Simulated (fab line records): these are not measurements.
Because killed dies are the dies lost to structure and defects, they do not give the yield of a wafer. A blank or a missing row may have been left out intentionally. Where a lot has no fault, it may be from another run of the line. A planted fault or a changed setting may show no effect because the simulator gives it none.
A single fault, viewed from 2 desks | flow gf180mcu | each desk has only its own numbers; what lay behind them comes last

## DESK OF THE TOOL OWNER: lithoTrack-04
The tool's own readings at GF_VT_IMPLANT_COAT_13 (resist thk 1000 nm): means of the sampled wafers that have a number, for each lot that ran on this tool. The brackets show how far a lot's mean lies from the usual mean; more than 4 standard deviations puts the lot out of limits, marked OUT.
Columns: A = dispensePressureKPa at GF_VT_IMPLANT_COAT_13, usual 52.6 kPa; B = resistLineTempC at GF_VT_IMPLANT_COAT_13, usual 23.02 C; C = spinSpeedRpm at GF_VT_IMPLANT_COAT_13, usual 2999.8 rpm
lot  | first seen here | A    | B     | C
L218 | day 7 19:42     | 52.7 | 23.05 | 3000.6
L221 | day 8 12:48     | 52.7 | 23.01 | 3000.1
L228 | day 10 11:40    | 52.7 | 23.08 | 3440.5 (+99 or more) OUT
L230 | day 10 23:54    | 52.7 | 22.87 | 3440.0 (+99 or more) OUT
This desk's verdict: out of limits on L228, L230, starting with L228 at day 10 11:40 (spinSpeedRpm at GF_VT_IMPLANT_COAT_13). L218, L221 stayed within limits.

## FROM THE METROLOGY DESK
Lot by lot, what the gauges showed, no matter which tool ran the lot: averages of those sampled wafers that carry a number. The brackets show how far a lot's mean lies from the usual mean; more than 4 standard deviations puts the lot out of limits, marked OUT.
Columns: A = STI_OXIDATION_THK at GF_STI_THK_MEAS_02, usual 10.09 nm; B = cdNm at GF_STI_CD_MEAS_12, usual 220.0 nm
lot  | first seen here | A     | B
L213 | day 1 21:31     | 9.82  | 219.9
L214 | day 2 02:31     | 10.05 | 220.5
L216 | day 2 13:34     | 10.13 | 218.7
L218 | day 2 23:47     | 10.24 | 217.9
L220 | day 3 08:31     | 10.15 | 221.8
L221 | day 3 13:55     | 9.92  | 219.0
L228 | day 5 00:31     | 10.04 | 219.5
L230 | day 5 10:31     | 10.18 | 218.9
L231 | day 5 16:58     | 10.25 | 221.8
L232 | day 5 21:56     | 10.33 | 221.5
L233 | day 6 01:32     | 10.30 | 219.1
L234 | day 6 06:31     | 9.83  | 220.6
This desk's verdict: no lot among the 12 shows anything out of limits.

## BROUGHT TOGETHER
The tool owner's desk could have raised an alarm at day 10 11:40, on L228, L230.
Nothing out of limits was seen by the metrology desk.
The metrology desk holds a record of L228, L230, inside its limits.
All the named lots went through GF_VT_IMPLANT_COAT_13 on lithoTrack-04.

## WHAT THE SIMULATOR HAD INSERTED
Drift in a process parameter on lithoTrack-04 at GF_VT_IMPLANT_COAT_13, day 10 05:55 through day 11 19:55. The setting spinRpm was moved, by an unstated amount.
Lots struck among those shown: L228, L230.
Each desk's first reading out of limits, in hours after the fault started: the tool owner's desk, 6.
